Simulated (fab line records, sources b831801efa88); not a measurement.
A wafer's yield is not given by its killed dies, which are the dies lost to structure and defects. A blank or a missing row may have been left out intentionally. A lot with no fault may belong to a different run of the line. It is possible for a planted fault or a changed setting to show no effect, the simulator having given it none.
fab line records ; flow sky130
[record] lots = 15; wafers = 45; last_day = 50
route steps=708 shown POLY_GATE@205 CONTACT@406 METAL2@485
lots untouched by any fault: they come from a run of this same line in which no faults occurred
start_h: start of the lot's first displayed wafer, in hours after the record's first day ; wait_h: hours since the lot's step before ; " same as the row above ; L1.1+2: several wafers, shown together as one row ; - no value, or no start was given ; * or withheld: withheld ; < > ~ a bound
route shown NAME@n: a module of which the file shows steps, and the number in the route of the first ; usual: the fault-free wafers' mean and standard deviation ; same: alike in all rows ; chamber/n: place in a boat ; sites: the reading at each site ; _std_site: how widely they spread, as a standard deviation ; _edge_site: the outer-site mean with the inner-site mean subtracted ; radius_mm: how far each site lies from the wafer's centre ; mask NAME#n: copy n ; behind: the most recent tool/chamber to have shaped the wafer ; hold: reason for holding the lot/hours on hold/outcome of the hold ; device: the transistor (n, p or np) that didn't switch ; end of line: tests run on the same wafers once the route is complete ; where a step has no rows: the recipe by itself ; killed: dies that structure and defects cost at the first sort, which is not the same as the wafer's yield ; map: dies across one wafer; x = killed, . = not, _ = none there
set.NAME: setting as actually run; set.NAME@STEP: the setting as run at that earlier step ; model.NAME: the simulator's own value behind a step, which no gauge read
a sample of lots followed through the steps of the route, with each step as a table and each wafer as a row
services: when a tool's chamber went out of use (start_h, in hours from the record's first day, below 0 if earlier), for how many hours, and the reason
[[steps]]
[step SKY_POLY_GATE_THK_MEAS_01]
[recipe] reads = poly-Si_of_POLY_GATE_CVD_00
[usual] POLY_GATE_CVD_00_THK = 179.7/1.8
lot.wafer;tool;chamber;start_h;wait_h;POLY_GATE_CVD_00_THK[nm]
L312.1;film_metro-03;-;339.96;0.0;182.4
L312.4;film_metro-03;-;339.96;0.0;181.8
L312.5;film_metro-03;-;339.96;0.0;182.3
L311.1;film_metro-02;-;341.16;0.0;180.8
L311.3;film_metro-02;-;341.16;0.0;179.8
L311.6;film_metro-02;-;341.16;0.0;180.7
L315.1;film_metro-02;-;387.07;0.0;178.4
L315.4;film_metro-02;-;387.07;0.0;179.1
L315.5;film_metro-02;-;387.07;0.0;178.7
L317.1;film_metro-02;-;403.98;0.0;179.2
L317.3;film_metro-02;-;403.98;0.0;180.2
L317.5;film_metro-02;-;403.98;0.0;178.5
L318.1;film_metro-03;-;403.98;0.0;180.7
L318.3;film_metro-03;-;403.98;0.0;180.9
L318.6;film_metro-03;-;403.98;0.0;180.6
L319.2;film_metro-01;-;415.21;0.0;177.0
L319.3;film_metro-01;-;415.21;0.0;177.0
L319.4;film_metro-01;-;415.21;0.0;176.2
L320.3;film_metro-03;-;415.22;0.0;177.3
L320.5;film_metro-03;-;415.22;0.0;178.1
L320.6;film_metro-03;-;415.22;0.0;176.8
L321.3;film_metro-02;-;423.68;0.0;179.2
L321.5;film_metro-02;-;423.68;0.0;179.4
L321.6;film_metro-02;-;423.68;0.0;179.0
L324.1;film_metro-02;-;423.78;0.1;181.2
L324.2;film_metro-02;-;423.78;0.1;180.4
L324.3;film_metro-02;-;423.78;0.1;181.3
L326.3;film_metro-01;-;448.19;0.0;181.4
L326.5;film_metro-01;-;448.19;0.0;181.7
L326.6;film_metro-01;-;448.19;0.0;181.2
L330.1;film_metro-02;-;475.57;0.0;178.4
L330.4;film_metro-02;-;475.57;0.0;179.6
L330.5;film_metro-02;-;475.57;0.0;178.6
L331.2;film_metro-02;-;483.51;0.0;181.0
L331.4;film_metro-02;-;483.51;0.0;179.8
L331.5;film_metro-02;-;483.51;0.0;181.2
L332.1;film_metro-01;-;494.46;0.0;177.5
L332.3;film_metro-01;-;494.46;0.0;179.6
L332.5;film_metro-01;-;494.46;0.0;179.4
L333.1;film_metro-03;-;503.64;0.0;177.5
L333.2;film_metro-03;-;503.64;0.0;178.0
L333.6;film_metro-03;-;503.64;0.0;178.3
L334.1;film_metro-01;-;508.93;0.0;176.3
L334.2;film_metro-01;-;508.93;0.0;175.5
L334.6;film_metro-01;-;508.93;0.0;177.1
[step SKY_CONTACT_CVD_00]
[recipe] material = Si3N4; target_thk_nm = 75; temp_c = 400; time_s = withheld; rf_w = 450
[usual] heater_power_w = 714/100
lot.wafer;tool;chamber;start_h;wait_h;heater_power_w
L311.1;pecvd-04;2;735.41;0.0;769
L311.3;pecvd-04;0;735.41;0.0;634
L311.6;pecvd-04;2;735.41;0.0;780
L312.1;pecvd-02;0;736.14;0.0;567
L312.4;pecvd-02;0;736.14;0.0;573
L312.5;pecvd-02;1;736.14;0.0;800
L315.1;pecvd-04;0;777.41;0.0;716
L315.4;pecvd-04;1;777.41;0.0;811
L315.5;pecvd-04;0;777.41;0.0;731
L317.1;pecvd-04;0;787.40;0.0;692
L317.3;pecvd-04;2;787.40;0.0;686
L317.5;pecvd-04;2;787.40;0.0;691
L318.1;pecvd-02;0;790.30;0.0;578
L318.3;pecvd-02;1;790.30;0.0;822
L318.6;pecvd-02;0;790.30;0.0;579
L320.3;pecvd-02;0;797.82;0.0;588
L320.5;pecvd-02;0;797.82;0.0;459
L320.6;pecvd-02;2;797.82;0.0;616
L319.2;pecvd-03;2;800.15;0.0;837
L319.3;pecvd-03;1;800.15;0.0;670
L319.4;pecvd-03;0;800.15;0.0;717
L324.1;pecvd-04;0;829.66;0.0;717
L324.2;pecvd-04;2;829.66;0.0;784
L324.3;pecvd-04;1;829.66;0.0;817
L321.3;pecvd-03;1;830.56;0.0;749
L321.5;pecvd-03;1;830.56;0.0;757
L321.6;pecvd-03;2;830.56;0.0;809
L326.3;pecvd-04;0;832.12;0.0;695
L326.5;pecvd-04;1;832.12;0.0;808
L326.6;pecvd-04;0;832.12;0.0;687
L330.1;pecvd-02;1;853.11;0.0;902
L330.4;pecvd-02;0;853.11;0.0;571
L330.5;pecvd-02;2;853.11;0.0;705
L331.2;pecvd-04;2;862.73;0.0;750
L331.4;pecvd-04;2;862.73;0.0;741
L331.5;pecvd-04;1;862.73;0.0;816
L332.1;pecvd-04;2;873.81;0.0;757
L332.3;pecvd-04;1;873.81;0.0;839
L332.5;pecvd-04;1;873.81;0.0;830
L333.1;pecvd-02;1;878.02;0.0;846
L333.2;pecvd-02;2;878.02;0.0;644
L333.6;pecvd-02;0;878.02;0.0;543
L334.1;pecvd-02;1;882.25;0.0;855
L334.2;pecvd-02;2;882.25;0.0;687
L334.6;pecvd-02;1;882.25;0.0;845
[step SKY_CONTACT_CMP_04]
[recipe] material = SiO2; down_force_psi = 4; platen_rpm = 60; pad_velocity_m_s = 0.94248
[usual] motor_current_A = 11.7/1.7; time_to_endpoint_s = 81/3.8
lot.wafer;tool;chamber;start_h;wait_h;motor_current_A;time_to_endpoint_s
L311.1;cmp-01;2;735.87;0.3;12.7;82
L311.3;cmp-01;0;735.87;0.3;9.0;81
L311.6;cmp-01;3;735.87;0.3;10.4;82
L312.1;cmp-01;2;736.47;0.2;13.0;81
L312.4;cmp-01;3;736.47;0.2;10.2;78
L312.5;cmp-01;3;736.47;0.2;10.3;78
L315.4;cmp-01;0;777.69;0.1;8.7;85
L315.1;cmp-01;1;777.69;0.1;12.2;81
L315.5;cmp-01;0;777.69;0.1;8.3;85
L317.3;cmp-01;1;787.62;0.0;12.7;78
L317.1;cmp-01;2;787.62;0.0;13.0;81
L317.5;cmp-01;2;787.62;0.0;12.3;78
L318.1;cmp-02;2;790.58;0.1;14.8;82
L318.3;cmp-02;0;790.58;0.1;10.9;82
L318.6;cmp-02;2;790.58;0.1;14.6;81
L320.3;cmp-02;0;798.04;0.0;11.1;79
L320.6;cmp-02;0;798.04;0.0;11.7;73
L320.5;cmp-02;1;798.04;0.0;10.4;82
L319.4;cmp-02;0;800.37;0.0;11.9;82
L319.2;cmp-02;1;800.37;0.0;11.1;81
L319.3;cmp-02;3;800.37;0.0;12.5;85
L324.3;cmp-01;1;829.89;0.0;12.8;78
L324.1;cmp-01;2;829.89;0.0;12.6;87
L324.2;cmp-01;0;829.89;0.0;9.2;83
L321.3;cmp-02;1;830.83;0.1;11.2;79
L321.5;cmp-02;0;830.83;0.1;11.5;82
L321.6;cmp-02;1;830.83;0.1;11.2;83
L326.3;cmp-01;2;832.50;0.2;12.6;78
L326.6;cmp-01;0;832.50;0.2;8.6;81
L326.5;cmp-01;1;832.50;0.2;13.0;76
L330.4;cmp-02;1;853.33;0.0;11.2;82
L330.1;cmp-02;3;853.33;0.0;12.0;80
L330.5;cmp-02;1;853.33;0.0;11.2;83
L331.4;cmp-02;0;862.96;0.0;11.0;84
L331.2;cmp-02;1;862.96;0.0;11.6;83
L331.5;cmp-02;1;862.96;0.0;11.4;83
L332.3;cmp-02;1;874.13;0.1;11.4;88
L332.1;cmp-02;2;874.13;0.1;15.4;83
L332.5;cmp-02;3;874.13;0.1;12.7;87
L333.1;cmp-01;1;878.29;0.1;11.8;80
L333.2;cmp-01;3;878.29;0.1;10.9;80
L333.6;cmp-01;0;878.29;0.1;8.4;80
L334.1;cmp-01;0;882.62;0.2;8.5;84
L334.2;cmp-01;1;882.62;0.2;13.1;83
L334.6;cmp-01;1;882.62;0.2;12.8;85
[step SKY_METAL2_SPUTTER_02]
[recipe] material = AlCu; target_thk_nm = 250; power_w = 10600; time_s = 13.3; chamber_pressure_pa = 0.4
[usual] cathode_dc_power_W = 10600/1.9; chamber_pressure_pa = 0.4002/0.00082; throttle_valve_pct = 30.5/0.86; time_s = 13.3/0
lot.wafer;tool;chamber;start_h;wait_h;cathode_dc_power_W;chamber_pressure_pa;throttle_valve_pct;time_s
L311.1;pvd_sputter-02;-;821.55;0.0;10600;0.3997;32.0;13.3
L311.3;pvd_sputter-02;-;821.55;0.0;10598;0.4002;30.8;13.3
L311.6;pvd_sputter-02;-;821.55;0.0;10601;0.4011;31.4;13.3
L312.1;pvd_sputter-04;-;822.77;0.0;10602;0.4003;30.0;13.3
L312.4;pvd_sputter-04;-;822.77;0.0;10601;0.4001;30.4;13.3
L312.5;pvd_sputter-04;-;822.77;0.0;10600;0.3992;30.2;13.3
L315.1;pvd_sputter-02;-;860.90;0.0;10598;0.4024;29.6;13.3
L315.4;pvd_sputter-02;-;860.90;0.0;10598;0.3997;30.8;13.3
L315.5;pvd_sputter-02;-;860.90;0.0;10600;0.4011;29.7;13.3
L317.1;pvd_sputter-02;-;875.97;0.0;10599;0.3993;31.2;13.3
L317.3;pvd_sputter-02;-;875.97;0.0;10603;0.4021;30.8;13.3
L317.5;pvd_sputter-02;-;875.97;0.0;10601;0.3998;31.2;13.3
L318.1;pvd_sputter-04;-;876.25;0.0;10600;0.4001;30.2;13.3
L318.3;pvd_sputter-04;-;876.25;0.0;10601;0.3996;30.3;13.3
L318.6;pvd_sputter-04;-;876.25;0.0;10598;0.4012;30.2;13.3
L320.3;pvd_sputter-02;-;882.67;0.0;10600;0.3991;31.5;13.3
L320.5;pvd_sputter-02;-;882.67;0.0;10598;0.4008;29.7;13.3
L320.6;pvd_sputter-02;-;882.67;0.0;10603;0.3994;32.1;13.3
L319.2;pvd_sputter-04;-;883.84;0.0;10601;0.4014;30.5;13.3
L319.3;pvd_sputter-04;-;883.84;0.0;10600;0.4003;30.4;13.3
L319.4;pvd_sputter-04;-;883.84;0.0;10602;0.4013;30.4;13.3
L324.1;pvd_sputter-02;-;912.17;0.0;10597;0.4009;31.5;13.3
L324.2;pvd_sputter-02;-;912.17;0.0;10600;0.3996;32.0;13.3
L324.3;pvd_sputter-02;-;912.17;0.0;10599;0.3995;30.7;13.3
L321.3;pvd_sputter-01;-;912.52;0.0;10602;0.4010;28.6;13.3
L321.5;pvd_sputter-01;-;912.52;0.0;10598;0.3996;30.1;13.3
L321.6;pvd_sputter-01;-;912.52;0.0;10595;0.4008;28.9;13.3
L326.3;pvd_sputter-02;-;913.47;0.0;10601;0.3998;30.5;13.3
L326.5;pvd_sputter-02;-;913.47;0.0;10598;0.4009;30.4;13.3
L326.6;pvd_sputter-02;-;913.47;0.0;10599;0.4023;31.3;13.3
L330.1;pvd_sputter-04;-;933.72;0.0;-;-;-;-
L330.4;pvd_sputter-04;-;933.72;0.0;-;-;-;-
L330.5;pvd_sputter-04;-;933.72;0.0;-;-;-;-
L331.2;pvd_sputter-01;-;941.58;0.0;-;-;-;-
L331.4;pvd_sputter-01;-;941.58;0.0;-;-;-;-
L331.5;pvd_sputter-01;-;941.58;0.0;-;-;-;-
L332.1;pvd_sputter-02;-;952.76;0.0;-;-;-;-
L332.3;pvd_sputter-02;-;952.76;0.0;-;-;-;-
L332.5;pvd_sputter-02;-;952.76;0.0;-;-;-;-
L333.1;pvd_sputter-02;-;958.64;0.0;10601;0.3999;31.2;13.3
L333.2;pvd_sputter-02;-;958.64;0.0;10604;0.3996;30.2;13.3
L333.6;pvd_sputter-02;-;958.64;0.0;10601;0.3989;31.4;13.3
L334.1;pvd_sputter-04;-;961.62;0.0;10598;0.4012;30.6;13.3
L334.2;pvd_sputter-04;-;961.62;0.0;10600;0.3986;30.0;13.3
L334.6;pvd_sputter-04;-;961.62;0.0;10599;0.3994;30.4;13.3
[step SKY_METAL2_RS_MEAS_05]
[recipe] thk_meas_gauge = four-point-probe; reads = TiN_of_METAL2_SPUTTER_04+Ti_of_METAL2_SPUTTER_03+AlCu_of_METAL2_SPUTTER_02+TiN_of_METAL2_SPUTTER_01+Ti_of_METAL2_SPUTTER_00
[usual] METAL2_ALCU_RS = 0.1269/0.0012
lot.wafer;tool;chamber;start_h;wait_h;METAL2_ALCU_RS[ohm/sq]
L311.1;film_metro-01;-;821.65;0.0;0.1267
L311.3;film_metro-01;-;821.65;0.0;0.1247
L311.6;film_metro-01;-;821.65;0.0;0.1265
L312.1;film_metro-04;-;822.86;0.0;0.1280
L312.4;film_metro-04;-;822.86;0.0;0.1276
L312.5;film_metro-04;-;822.86;0.0;0.1276
L315.1;film_metro-01;-;860.99;0.0;0.1272
L315.4;film_metro-01;-;860.99;0.0;0.1269
L315.5;film_metro-01;-;860.99;0.0;0.1261
L317.1;film_metro-04;-;876.07;0.0;0.1280
L317.3;film_metro-04;-;876.07;0.0;0.1262
L317.5;film_metro-04;-;876.07;0.0;0.1284
L318.1;film_metro-01;-;876.35;0.0;0.1284
L318.3;film_metro-01;-;876.35;0.0;0.1285
L318.6;film_metro-01;-;876.35;0.0;0.1275
L320.3;film_metro-01;-;882.80;0.1;0.1287
L320.5;film_metro-01;-;882.80;0.1;0.1278
L320.6;film_metro-01;-;882.80;0.1;0.1282
L319.2;film_metro-02;-;883.95;0.0;0.1268
L319.3;film_metro-02;-;883.95;0.0;0.1265
L319.4;film_metro-02;-;883.95;0.0;0.1261
L324.1;film_metro-04;-;912.26;0.0;0.1259
L324.2;film_metro-04;-;912.26;0.0;0.1274
L324.3;film_metro-04;-;912.26;0.0;0.1249
L321.3;film_metro-02;-;912.65;0.1;0.1264
L321.5;film_metro-02;-;912.65;0.1;0.1254
L321.6;film_metro-02;-;912.65;0.1;0.1260
L326.3;film_metro-02;-;913.60;0.1;0.1244
L326.5;film_metro-02;-;913.60;0.1;0.1245
L326.6;film_metro-02;-;913.60;0.1;0.1264
L330.1;film_metro-02;-;933.81;0.0;8.6782
L330.4;film_metro-02;-;933.81;0.0;8.6625
L330.5;film_metro-02;-;933.81;0.0;8.6997
L331.2;film_metro-04;-;941.69;0.0;8.7107
L331.4;film_metro-04;-;941.69;0.0;8.6887
L331.5;film_metro-04;-;941.69;0.0;8.6712
L332.1;film_metro-02;-;952.85;0.0;8.6778
L332.3;film_metro-02;-;952.85;0.0;8.7458
L332.5;film_metro-02;-;952.85;0.0;8.7489
L333.1;film_metro-02;-;958.73;0.0;0.1252
L333.2;film_metro-02;-;958.73;0.0;0.1240
L333.6;film_metro-02;-;958.73;0.0;0.1264
L334.1;film_metro-02;-;961.71;0.0;0.1270
L334.2;film_metro-02;-;961.71;0.0;0.1278
L334.6;film_metro-02;-;961.71;0.0;0.1289
[step SKY_METAL2_THK_MEAS_06]
[recipe] thk_meas_gauge = xrf; reads = AlCu_of_METAL2_SPUTTER_02
[usual] METAL2_ALCU_THK = 250.7/2.7
lot.wafer;tool;chamber;start_h;wait_h;METAL2_ALCU_THK[nm]
L311.1;film_metro-01;-;821.77;0.1;248.3
L311.3;film_metro-01;-;821.77;0.1;252.2
L311.6;film_metro-01;-;821.77;0.1;250.0
L312.1;film_metro-04;-;822.98;0.1;250.1
L312.4;film_metro-04;-;822.98;0.1;250.2
L312.5;film_metro-04;-;822.98;0.1;251.4
L315.1;film_metro-01;-;861.11;0.1;248.7
L315.4;film_metro-01;-;861.11;0.1;249.6
L315.5;film_metro-01;-;861.11;0.1;249.0
L317.1;film_metro-04;-;876.19;0.1;248.1
L317.3;film_metro-04;-;876.19;0.1;250.8
L317.5;film_metro-04;-;876.19;0.1;248.9
L318.1;film_metro-01;-;876.47;0.1;249.7
L318.3;film_metro-01;-;876.47;0.1;248.9
L318.6;film_metro-01;-;876.47;0.1;250.1
L320.3;film_metro-01;-;882.90;0.1;247.1
L320.5;film_metro-01;-;882.90;0.1;249.6
L320.6;film_metro-01;-;882.90;0.1;246.3
L319.2;film_metro-02;-;884.06;0.1;253.1
L319.3;film_metro-02;-;884.06;0.1;254.2
L319.4;film_metro-02;-;884.06;0.1;253.2
L324.1;film_metro-04;-;912.38;0.1;251.4
L324.2;film_metro-04;-;912.38;0.1;249.5
L324.3;film_metro-04;-;912.38;0.1;253.8
L321.3;film_metro-02;-;912.75;0.1;253.4
L321.5;film_metro-02;-;912.75;0.1;253.6
L321.6;film_metro-02;-;912.75;0.1;255.2
L326.3;film_metro-02;-;913.70;0.1;257.5
L326.5;film_metro-02;-;913.70;0.1;257.6
L326.6;film_metro-02;-;913.70;0.1;254.8
L330.1;film_metro-02;-;933.93;0.1;<0.3
L330.4;film_metro-02;-;933.93;0.1;<0.3
L330.5;film_metro-02;-;933.93;0.1;<0.3
L331.2;film_metro-04;-;941.80;0.1;<0.4
L331.4;film_metro-04;-;941.80;0.1;<0.4
L331.5;film_metro-04;-;941.80;0.1;<0.4
L332.1;film_metro-02;-;952.97;0.1;<0.3
L332.3;film_metro-02;-;952.97;0.1;<0.3
L332.5;film_metro-02;-;952.97;0.1;<0.3
L333.1;film_metro-02;-;958.85;0.1;255.5
L333.2;film_metro-02;-;958.85;0.1;259.3
L333.6;film_metro-02;-;958.85;0.1;252.2
L334.1;film_metro-02;-;961.83;0.1;251.6
L334.2;film_metro-02;-;961.83;0.1;250.4
L334.6;film_metro-02;-;961.83;0.1;248.3
[[services]]
tool;chamber;start_h;hours;kind
pecvd-03;-;725.91;14.6;pm
cmp-01;-;730.70;0.3;repair
cmp-02;-;735.54;4.9;pm
pvd_sputter-02;-;736.24;3.4;repair
cmp-02;-;744.37;4.0;pm
pecvd-04;2;802.83;6.8;repair
pvd_sputter-04;-;819.20;1.4;repair
pecvd-02;-;827.32;0.5;repair
cmp-02;-;829.58;0.8;repair
cmp-01;-;837.63;7.8;pm
pvd_sputter-02;0;851.42;-;consumable_replace:kit
pvd_sputter-02;0;851.42;18.0;scheduled_down
pvd_sputter-02;0;851.42;18.0;vent_cycle
pecvd-03;-;863.18;1.9;repair
cmp-01;-;874.58;1.3;repair
cmp-01;-;912.00;4.0;pm
cmp-01;-;916.00;-;consumable_replace:conditioner
cmp-01;-;916.00;-;consumable_replace:pad
pecvd-03;0;918.08;24.8;repair
pvd_sputter-01;-;923.36;0.9;repair
pvd_sputter-02;-;924.80;1.3;repair
cmp-02;-;927.84;27.9;repair
pecvd-04;0;952.18;7.3;repair
pecvd-04;-;952.31;2.8;pm
[[key]]
[first_sign] step = SKY_METAL2_SPUTTER_02; reading = tool_record; direction = missing
[effect] step = SKY_METAL2_RS_MEAS_05; reading = METAL2_ALCU_RS; direction = up; sigmas = 99+; usual = 0.1269; struck = 8.6982
[effect] step = SKY_METAL2_THK_MEAS_06; reading = METAL2_ALCU_THK; direction = down; sigmas = 92; usual = 250.7; struck = <0.3
met_at SKY_METAL2_SPUTTER_02
struck_lots L330,L331,L332
later_rows_left_out L330.1,L330.4,L330.5,L331.2,L331.4,L331.5,L332.1,L332.3,L332.5
sort_left_out L330.1,L330.4,L330.5,L331.2,L331.4,L331.5,L332.1,L332.3,L332.5
not_acting_at SKY_POLY_GATE_THK_MEAS_01,SKY_CONTACT_CVD_00,SKY_CONTACT_CMP_04
onset_between 913.47 933.72
[fault] kind = skipped_step_whole; tool = pvd_sputter-01,pvd_sputter-02,pvd_sputter-04; chamber = -; onset_h = 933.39; steps = SKY_METAL2_SPUTTER_02; scope = struck_lots_only
// sort_left_out: the simulated sort isn't trusted on such a fault, so these wafers' sort isn't shown, and their yield isn't known
// later_rows_left_out: the simulator's readings of these wafers behind a module that went badly wrong aren't trusted and aren't shown, but for the sort
